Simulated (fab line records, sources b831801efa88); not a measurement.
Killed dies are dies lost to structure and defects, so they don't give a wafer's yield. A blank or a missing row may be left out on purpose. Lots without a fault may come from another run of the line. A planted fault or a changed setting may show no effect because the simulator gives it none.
A struck lot beside a sound one | flow sky130 | 15 steps out of a route of 708
Sound: wafers L389.1, L389.5, L389.6. Struck: wafers L397.2, L397.3, L397.4. The cause comes at the end.
At each step with rows: each side's tool, then ch and its chambers, then its first start. Under that, the readings that differ: sound wafers | struck wafers | difference of the means | sigmas: that difference in standard deviations of wafers without a fault.
alike: readings whose means differ by less than 2 such deviations, and words and numbers that are the same on both sides. not compared: withheld readings, readings that some wafer has no value for, bounds like >300 that may hide the same value, and numbers for which the record gives no deviation and whose values overlap.
The two part at a step that has a row with sigmas, a row that says differs or no value, or rows on one side only. Numbers that don't overlap but have no deviation are shown without sigmas and don't part them. A reading that every wafer of one side lacks parts them only if that side has two wafers or more.

first, 2 steps without rows for these wafers: SKY_NWELL_IMPLANT_12; SKY_NWELL_IMPLANT_13.
SKY_NWELL_STRIP_14: strips in O2/N2.
  sound on plasma_asher-03 ch 0,1, day 5 01:57; struck on plasma_asher-03 ch 0,1, day 6 19:17
  reading                      | sound             | struck            | difference | sigmas
  strip_time_to_endpoint_s (s) | 37.00 37.10 37.03 | 36.81 36.83 36.86 | -0.21      | -2
  alike: drypump_motor_current_A, oes_product_au
  not compared: rf_hours_counter_h
SKY_NWELL_TW_MEAS_15:
  sound on film_metro-04, day 5 02:03; struck on film_metro-01, day 6 19:24
  reading  | sound          | struck         | difference | sigmas
  NWELL_TW | 1833 1847 1843 | 1809 1811 1807 | -32        | -3
then, 7 steps without rows for these wafers: SKY_NWELL_DEHYDRATE_16 (time 60 s); SKY_NWELL_HMDS_17 (prime time 60 s); SKY_NWELL_COAT_18 (resist thk 3000 nm); SKY_NWELL_SOFTBAKE_19; SKY_NWELL_EXPOSE_20 (exposes mask NWM COMPLEMENT, target cd 840 nm); SKY_NWELL_PEB_21; SKY_NWELL_DEVELOP_22 (develop time 60 s).
SKY_NWELL_OVL_MEAS_23:
  sound on overlay-01, day 5 19:25; struck on overlay-01, day 7 15:04
  alike: NWELL_01_OVL
SKY_NWELL_IMPLANT_24:
  sound on implanter-01 ch 0, day 5 19:26; struck on implanter-01 ch 0, day 7 15:07
  reading                   | sound                | struck               | difference | sigmas
  beam_energy_keV           | 139.98 139.98 139.91 | 124.99 124.96 125.02 | -14.97     | -99 or more
  model.implant.drp_nm (nm) | 95.47 95.47 95.47    | 91.42 91.42 91.42    | -4.05      |
SKY_NWELL_STRIP_25: strips in O2/N2.
  sound on plasma_asher-04 ch 0,1, day 5 19:35; struck on plasma_asher-04 ch 0,1, day 7 15:15
  alike: drypump_motor_current_A, oes_product_au, strip_time_to_endpoint_s
  not compared: rf_hours_counter_h
-- the record jumps here: 41 days lie between the struck wafers' starts before and after (it left off in module NWELL and takes up again in module PAD_OPEN, whose first step shown is number 708 of the route) --
SKY_PAD_OPEN_PROBE_99:
  sound on prober-01, day 46 05:25; struck on prober-02, day 48 03:34
  reading                                 | sound                         | struck                        | difference | sigmas
  killed_at_other                         | 3 1 1                         | 0 0 0                         | -2         | -3
  model.etest.res_iso_pwell.rs_ohm_sq     | 3146 3188 3503                | 4325 4109 4407                | +1001      |
  model.etest.pfet_16v.r_on_ohm_um        | 1.502e+04 1.515e+04 1.566e+04 | 1.622e+04 1.589e+04 1.636e+04 | +8.800e+02 |
  model.etest.res_iso_pwell.line_ohm_um   | 1191 1206 1324                | 1652 1578 1649                | +386       |
  model.etest.res_deep_nwell.rs_ohm_sq    | 2195 2204 2205                | 2166 2193 2186                | -20        |
  model.etest.tip_n_5v.rs_ohm_sq          | 1408 1409 1386                | 1410 1419 1415                | +14        |
  model.etest.res_iso_pwell.width_nm (nm) | 2650 2648 2643                | 2620 2636 2612                | -24        |
  model.etest.res_nwell.width_nm (nm)     | 833.6 831.5 842.7             | 870 863.3 863.5               | +30        |
  alike: killed_at_M0_to_M3, killed_at_M4_up, killed_at_contacts, killed_at_front_end, killed_dies, killed_open, killed_short
  not compared: model.etest.res_deep_nwell.line_ohm_um

WHERE THEY PART
First at SKY_NWELL_STRIP_14; last, within this record, at SKY_PAD_OPEN_PROBE_99.

WHY: what the simulator had put in
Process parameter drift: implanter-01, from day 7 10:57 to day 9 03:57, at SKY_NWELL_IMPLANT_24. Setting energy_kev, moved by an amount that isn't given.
